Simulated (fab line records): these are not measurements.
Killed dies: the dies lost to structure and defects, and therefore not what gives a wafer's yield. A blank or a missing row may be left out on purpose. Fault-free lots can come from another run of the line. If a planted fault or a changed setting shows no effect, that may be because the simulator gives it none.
Comparing a struck lot with a sound one    flow sky130    15 steps out of a route of 708
Sound: these wafers, L737.1, L737.2, L737.3. The struck wafers were L724.2, L724.3, L724.5. The cause is named last.
Order at every step that has rows: each side's tool, ch and its chambers, its first start. Under that, the readings that differ: sound wafers    struck wafers    difference of the means    sigmas: that difference in standard deviations of wafers without a fault.
alike: words and numbers the same on both sides, and readings whose means are apart by under 2 such deviations; not compared: readings that were withheld, readings missing a value for some wafer, numbers with overlapping values and no deviation given by the record, and bounds like >300 which may hide the same value.
A row with sigmas, a row that says differs or no value, or rows on one side alone: a step with any of these is where the two part. Numbers that don't overlap but have no deviation are shown without sigmas and don't part them. A reading missing from all wafers of one side parts the sides only when that side holds two or more wafers.

SKY_CAPM_SPUTTER_02: material TiN, target thk 200 nm, time 166.7 s.
  struck on pvd-sputter-04, day 37 13:17; sound on pvd-sputter-02, day 40 22:55
  alike: throttle-valve-pct
SKY_CAPM_RS_MEAS_03: uses a four-point probe to measure.
  struck on film-metro-02, day 37 13:25; sound on film-metro-04, day 40 23:02
  alike: CAPM_TIN_RS
SKY_CAPM_THK_MEAS_04: measures by xrf.
  struck on film-metro-02, day 37 13:32; sound on film-metro-04, day 40 23:09
  alike: CAPM_TIN_THK
then, 7 steps without rows for these wafers: SKY_CAPM_DEHYDRATE_05 (time 60 s); SKY_CAPM_HMDS_06 (prime time 60 s); SKY_CAPM_COAT_07 (resist thk 1140 nm); SKY_CAPM_SOFTBAKE_08 (time 60 s); SKY_CAPM_EXPOSE_09 (exposes mask CAPM, target cd 1000 nm); SKY_CAPM_PEB_10; SKY_CAPM_DEVELOP_11 (develop time 60 s).
SKY_CAPM_OVL_MEAS_12:
  struck on overlay-02, day 38 15:20; sound on overlay-01, day 42 00:02
  alike: CAPM_OVL
SKY_CAPM_METAL_ETCH_13: etches TiN in Cl2/BCl3, stops on SiO2, target depth 220 nm, time 62.9 s.
  sound on rie-metal-01 ch 0,1, day 42 00:05; struck on rie-metal-02 ch 0, day 38 15:22
  alike: drypump-motor-current-A, mfc-cl2-sccm, oes-product-au, throttle-valve-pct
  not compared: rf-hours-counter-h
SKY_CAPM_STRIP_14: strips in O2/N2.
  sound on plasma-asher-03 ch 0,1, day 42 00:10; struck on plasma-asher-03 ch 0,1, day 38 15:26
  no value came back on the struck wafers for chamber-pressure-mTorr (mTorr), drypump-motor-current-A (A), oes-product-au (a.u.), strip-time-to-endpoint-s (s); on the sound wafers chamber-pressure-mTorr (mTorr) reads 1501.1 1497.4 1499.3
reading                                    sound  struck         difference  sigmas
model.NOVOLAK_of_CAPM_COAT_07.thk-nm (nm)  0 0 0  993 994 994.7  +994        
  not compared: rf-hours-counter-h
then, 1 step without rows for these wafers: SKY_CAPM_STRIP_15 (strips in post etch residue remover, time 1200 s).
-- the record jumps here: 8 days lie between the struck wafers' starts before and after (it left off in module CAPM and takes up again in module PAD_OPEN, whose first step shown is number 708 of the route) --
SKY_PAD_OPEN_PROBE_99:
  struck on prober-01, day 46 23:57; sound on prober-01, day 49 13:32
reading                   sound           struck          difference  sigmas
defect-limited-yield (%)  83.7 80.3 81.9  0.6 0.4 0.8     -81.4       -41
killed_at_M0_to_M3        39 50 49        8 6 9           -38         -6
killed-at-contacts        25 29 17        4 5 4           -19         -4
killed-at-front-end       13 14 21        3 3 4           -13         -3
killed-at-other           0 0 1           473 476 471     +473        +99 or more
killed-dies               80 97 89        489 490 488     +400        +41
killed-on-rim             29 23 19        95 96 95        +72         +17
killed-open               48 48 43        7 9 11          -37         -5
killed-short              32 49 46        10 5 6          -35         -5
sort_bin_3_pad_short (%)  0.6 1.6 1.2     24.4 28.9 21.7  +23.9       +50
sort_bin_5_function (%)   9.1 12.0 10.8   71.5 67.7 74.4  +60.6       +38
sort_bin_6_memory (%)     6.5 6.1 6.1     3.5 3.0 3.0     -3.1        -3
sort-n-pass               412 395 403     3 2 4           -400        -41
sort-yield-pct (%)        83.7 80.3 81.9  0.6 0.4 0.8     -81.4       -41
  alike: killed_at_M4_up

== WHERE THEY PART ==
At SKY_CAPM_STRIP_14 first; at SKY_PAD_OPEN_PROBE_99 last (within this record only).

WHY: what had been put in by the simulator
Skipped step whole: plasma-asher-03, from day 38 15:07 on, at SKY_CAPM_STRIP_14. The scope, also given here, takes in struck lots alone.
